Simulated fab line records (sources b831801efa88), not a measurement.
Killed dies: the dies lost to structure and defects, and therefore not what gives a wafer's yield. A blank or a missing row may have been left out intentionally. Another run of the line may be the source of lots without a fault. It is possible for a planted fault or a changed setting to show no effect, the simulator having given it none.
Which tool did it? :: flow gf180mcu :: 14 lots with 40 wafers sampled at 3 steps, on a route of 602 steps

== WHAT THE GAUGES SHOWED, per wafer ==
GF_V3_BOW_MEAS_05.
lot: L558
measured: day 21 05:02
on: film_metro-01
V3_BOW (um): 122 120 110

lot: L560
measured: day 22 03:52
on: film_metro-01
V3_BOW (um): 113 117 118

lot: L561
measured: day 22 08:06
on: film_metro-03
V3_BOW (um): 123 109 114

lot: L562
measured: day 22 19:53
on: film_metro-02
V3_BOW (um): 114 126 112

lot: L563
measured: day 23 07:43
on: film_metro-03
V3_BOW (um): 118 123 105

lot: L564
measured: day 23 15:07
on: film_metro-01
V3_BOW (um): 118 122 116

lot: L566
measured: day 24 08:31
on: film_metro-03
V3_BOW (um): 110 111 116

lot: L567
measured: day 24 18:14
on: film_metro-01
V3_BOW (um): 118 114 101

lot: L568
measured: day 25 01:27
on: film_metro-01
V3_BOW (um): 115 112 110

lot: L569
measured: day 25 06:21
on: film_metro-03
V3_BOW (um): 119 118 127

lot: L570
measured: day 25 12:58
on: film_metro-02
V3_BOW (um): 129 103 107

lot: L577
measured: day 28 06:23
on: film_metro-03
V3_BOW (um): 119 120

lot: L578
measured: day 28 08:19
on: film_metro-02
V3_BOW (um): 125 124

lot: L581
measured: day 29 01:02
on: film_metro-01
V3_BOW (um): 123 112 122

== WHAT TOOL EACH LOT RAN ON (gives the tool, then ch and the chambers of the sampled wafers, and finally the start) ==
lot: L558
GF_V2_SPUTTER_21: pvd_sputter-04, day 20 02:52
GF_V3_CMP_04: cmp-02 ch 0,2,3, day 21 04:49

lot: L560
GF_V2_SPUTTER_21: pvd_sputter-02, day 21 01:46
GF_V3_CMP_04: cmp-01 ch 0,2,3, day 22 03:37

lot: L561
GF_V2_SPUTTER_21: pvd_sputter-04, day 21 06:08
GF_V3_CMP_04: cmp-01 ch 1,2, day 22 07:48

lot: L562
GF_V2_SPUTTER_21: pvd_sputter-02, day 21 18:59
GF_V3_CMP_04: cmp-01 ch 0,1,3, day 22 19:35

lot: L563
GF_V2_SPUTTER_21: pvd_sputter-04, day 22 05:32
GF_V3_CMP_04: cmp-01 ch 0,3, day 23 07:25

lot: L564
GF_V2_SPUTTER_21: pvd_sputter-01, day 22 14:16
GF_V3_CMP_04: cmp-02 ch 1,3, day 23 14:49

lot: L566
GF_V2_SPUTTER_21: pvd_sputter-04, day 23 07:32
GF_V3_CMP_04: cmp-01 ch 1,2,3, day 24 08:13

lot: L567
GF_V2_SPUTTER_21: pvd_sputter-01, day 23 18:02
GF_V3_CMP_04: cmp-02 ch 0,2,3, day 24 18:02

lot: L568
GF_V2_SPUTTER_21: pvd_sputter-01, day 24 01:14
GF_V3_CMP_04: cmp-02 ch 0,1,3, day 25 01:08

lot: L569
GF_V2_SPUTTER_21: pvd_sputter-04, day 24 06:58
GF_V3_CMP_04: cmp-01 ch 1,2,3, day 25 06:02

lot: L570
GF_V2_SPUTTER_21: pvd_sputter-04, day 24 13:36
GF_V3_CMP_04: cmp-02 ch 0,1,3, day 25 12:43

lot: L577
GF_V2_SPUTTER_21: pvd_sputter-01, day 27 07:38
GF_V3_CMP_04: cmp-01 ch 1,3, day 28 06:13

lot: L578
GF_V2_SPUTTER_21: pvd_sputter-02, day 27 10:23
GF_V3_CMP_04: cmp-01 ch 0,1, day 28 08:03

lot: L581
GF_V2_SPUTTER_21: pvd_sputter-01, day 28 03:28
GF_V3_CMP_04: cmp-02 ch 1,3, day 29 00:43
- GF_V2_SPUTTER_21: material Ti, target thk 15 nm, time 80.02 s.
- GF_V3_CMP_04: polishes SiO2.

== WHAT THE TOOLS THEMSELVES READ (means of the sampled wafers that have a number; where no wafer has one, the mark that the record gives instead) ==
GF_V2_SPUTTER_21.
lot: L558
tool: pvd_sputter-04
throttle_valve_pct (%): 29.8

lot: L560
tool: pvd_sputter-02
throttle_valve_pct (%): 29.4

lot: L561
tool: pvd_sputter-04
throttle_valve_pct (%): 29.8

lot: L562
tool: pvd_sputter-02
throttle_valve_pct (%): 29.8

lot: L563
tool: pvd_sputter-04
throttle_valve_pct (%): 30.0

lot: L564
tool: pvd_sputter-01
throttle_valve_pct (%): 30.1

lot: L566
tool: pvd_sputter-04
throttle_valve_pct (%): 30.1

lot: L567
tool: pvd_sputter-01
throttle_valve_pct (%): 30.4

lot: L568
tool: pvd_sputter-01
throttle_valve_pct (%): 30.0

lot: L569
tool: pvd_sputter-04
throttle_valve_pct (%): 30.0

lot: L570
tool: pvd_sputter-04
throttle_valve_pct (%): 29.9

lot: L577
tool: pvd_sputter-01
throttle_valve_pct (%): 30.6

lot: L578
tool: pvd_sputter-02
throttle_valve_pct (%): 28.7

lot: L581
tool: pvd_sputter-01
throttle_valve_pct (%): 29.9

GF_V3_CMP_04.
lot: L558
tool: cmp-02
motor_current_A (A): 11.4
time_to_endpoint_s (s): 79

lot: L560
tool: cmp-01
motor_current_A (A): 12.6
time_to_endpoint_s (s): 71

lot: L561
tool: cmp-01
motor_current_A (A): 12.1
time_to_endpoint_s (s): 75

lot: L562
tool: cmp-01
motor_current_A (A): 12.6
time_to_endpoint_s (s): 80

lot: L563
tool: cmp-01
motor_current_A (A): 13.2
time_to_endpoint_s (s): 82

lot: L564
tool: cmp-02
motor_current_A (A): 10.3
time_to_endpoint_s (s): 86

lot: L566
tool: cmp-01
motor_current_A (A): 12.5
time_to_endpoint_s (s): 80

lot: L567
tool: cmp-02
motor_current_A (A): 11.1
time_to_endpoint_s (s): 80

lot: L568
tool: cmp-02
motor_current_A (A): 10.9
time_to_endpoint_s (s): 79

lot: L569
tool: cmp-01
motor_current_A (A): 12.8
time_to_endpoint_s (s): 80

lot: L570
tool: cmp-02
motor_current_A (A): 11.0
time_to_endpoint_s (s): 76

lot: L577
tool: cmp-01
motor_current_A (A): 13.1
time_to_endpoint_s (s): 71

lot: L578
tool: cmp-01
motor_current_A (A): 12.1
time_to_endpoint_s (s): 66

lot: L581
tool: cmp-02
motor_current_A (A): 9.9
time_to_endpoint_s (s): 72

== THE ANSWER, worked out from the rows above alone ==
Rule: what is usual is taken from the lots themselves. The widest of any qualifying gaps counts: lots, ordered by their means at a reading, are off when they make up no more than a third of the lots, leave a main group of 4 or more, and stand apart from it by 3 or more times the standard deviation of that group's means. Not used: any main group whose means are identical at the precision the tables above print for the reading. Also off: a lot with no number at a reading for which 4 or more lots have one. Any other lot the step has rows for is counted as sound. Order of review: gauges by route order, followed by the tools' own readings, for which a lot's mean as printed above is used. At the first step where some lot is off, the reading lying furthest off is the one used; lots without a number count as furthest.
None of the lots is off at any reading shown; this tells nothing.

== WHAT THE SIMULATOR HAD INSERTED ==
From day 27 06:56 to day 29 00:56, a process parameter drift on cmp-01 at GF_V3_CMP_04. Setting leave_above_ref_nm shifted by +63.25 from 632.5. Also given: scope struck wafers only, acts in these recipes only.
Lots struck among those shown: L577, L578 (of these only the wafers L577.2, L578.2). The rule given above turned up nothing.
